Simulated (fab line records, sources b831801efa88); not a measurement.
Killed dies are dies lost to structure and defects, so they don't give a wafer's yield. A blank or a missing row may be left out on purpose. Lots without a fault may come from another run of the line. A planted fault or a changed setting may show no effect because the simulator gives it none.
Chamber matching | flow gf180mcu | GF_V5_CMP_04 on cmp-02: 4 sister chambers
The step polishes SiO2. 8 wafers are shown with their chamber, then 7 later ones without.

WAFERS WITH THEIR CHAMBER
wafer  | chamber | motor_current_A (A) | edge_zone_pressure_frac
L943.6 | 2       | 11.4                | 1.007
L948.1 | 3       | 15.2                | 1.000
L948.6 | 1       | 14.0                | 1.008
L949.1 | 2       | 11.2                | 1.010
L949.5 | 0       | 10.7                | 1.000
L949.6 | 1       | 13.1                | 1.004
L951.1 | 0       | 10.4                | 1.003
L951.2 | 3       | 15.3                | 0.999

WAFERS WITHOUT THEIR CHAMBER
wafer  | motor_current_A (A) | edge_zone_pressure_frac
L951.5 | 10.0                | 1.003
L957.3 | 15.4                | 1.003
L957.4 | 13.7                | 0.998
L957.6 | 11.4                | 1.000
L960.3 | 10.4                | 0.995
L960.4 | 13.3                | 1.003
L960.6 | 13.2                | 1.005

WHICH CHAMBER EACH WENT THROUGH
wafer  | from the rows above     | in truth
L951.5 | 0                       | 0
L957.3 | 3                       | 3
L957.4 | can't be placed: 1 or 3 | 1
L957.6 | can't be placed: 0 or 2 | 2
L960.3 | 0                       | 0
L960.4 | 1                       | 1
L960.6 | 1                       | 1
Placed correctly: 5 of 7. Can't be placed from these rows: 2 (the true chamber is among the candidates in 2). Placed wrongly: 0.
How it was worked out, from the rows above alone: a wafer's distance from a chamber is the root of the sum, over the readings, of the square of ((its reading less the chamber's mean) divided by the reading's scatter). The wafer belongs to the nearest chamber; if the next one is less than 2 further off, it can't be placed. A chamber's mean is the mean of its shown wafers. The scatter: the root of (the sum of the squares of (reading less its chamber's mean) over the shown wafers, divided by (wafers less chambers)).
